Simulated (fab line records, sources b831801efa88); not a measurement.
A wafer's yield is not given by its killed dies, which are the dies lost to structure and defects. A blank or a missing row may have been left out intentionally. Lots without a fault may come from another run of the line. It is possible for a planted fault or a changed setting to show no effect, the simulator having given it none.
Code-filled problem report in 8D (eight disciplines) form :: flow gf180mcu :: the parts of the form that need people (team, actions taken, sign-off) are left out

## 1. WHAT IS WRONG
On 3 wafers of 1 lot, tempC at GF_STI_WET_ETCH_26 has a mean of 30.46 C; fault-free wafers read 24.97 C, standard deviation 0.097. That is +57 standard deviations from the usual mean.
The step: etches SiO2 in dHF, target depth 94 nm, time 188 s.
Earliest sighting: wafer L288.1 on wetBench-04 at day 5 19:13. The record has a number at this step for 39 wafers belonging to 13 lots. The rule behind "out" and "out of limits": a value lying over 4 standard deviations away from the usual mean. All remaining wafers that have a number are taken as sound.

## 2. WHAT THIS IS AND IS NOT
question: which readings at this step
is: tempC, bathHeatDutyPct
is not: -

question: which lots
is: L288
is not: L273, L274, L277, L278, L279, L280, L284, L291, L292, L293, L294, L295

question: which wafers of those lots
is: all that have a number
is not: -

question: read on which tools
is: wetBench-04
is not: wetBench-01, wetBench-03

question: when
is: from day 5 19:13
is not: up to then (21 sound wafers); but 15 sound wafers of L291, L292, L293, L294, L295 came after

## 3. SUSPECTS, AND WHAT RULES EACH OUT
Counting: a tool at any process step up to the reading remains a suspect when it ran all the lots that are out and ran no sound lot after the first of those.
- wetBench-04 at GF_STI_WET_ETCH_26 (etches SiO2 in dHF, target depth 94 nm, time 188 s): ruled out as a lasting fault. Following L288 (day 5 19:13), the first lot on it that is out, the sound lots L291, L295 were run on it.
Left after counting: nothing in the record.

## 4. THE CAUSE (what the simulator had put in)
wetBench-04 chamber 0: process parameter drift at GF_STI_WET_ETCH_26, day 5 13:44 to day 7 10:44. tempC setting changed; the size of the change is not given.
Counting ruled it out, wrongly.

## 5. THE EFFECT CHAIN, in route order
Each row: a reading whose mean over the struck wafers that have a number lies more than 3 standard deviations from the usual. Scope: only readings with a usual standard deviation given in the record; hours: median across lots of the time from each lot's start at the first step in this table that gives one to its start at this step; sigmas: change in usual standard deviations.
hours: 0
step: GF_STI_WET_ETCH_26
reading: bathHeatDutyPct
usual: 6.3 %
on struck wafers: 14.1
change: +7.8
sigmas: +12

hours: 0
step: GF_STI_WET_ETCH_26
reading: tempC
usual: 24.97 C
on struck wafers: 30.46
change: +5.49
sigmas: +57
Process steps it contains:
- GF_STI_WET_ETCH_26: etches SiO2 in dHF, target depth 94 nm, time 188 s.
Later measuring or inspecting steps at which every struck wafer that the step has a row for has a number for every such reading, and none has moved that far: GF_V3_THK_MEAS_01, GF_V3_OVL_MEAS_15.

## 6. HOW IT WOULD HAVE BEEN CAUGHT EARLIER
The fault began at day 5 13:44; the first out-of-limits reading in this record came at day 5 19:13, 5 hours later.
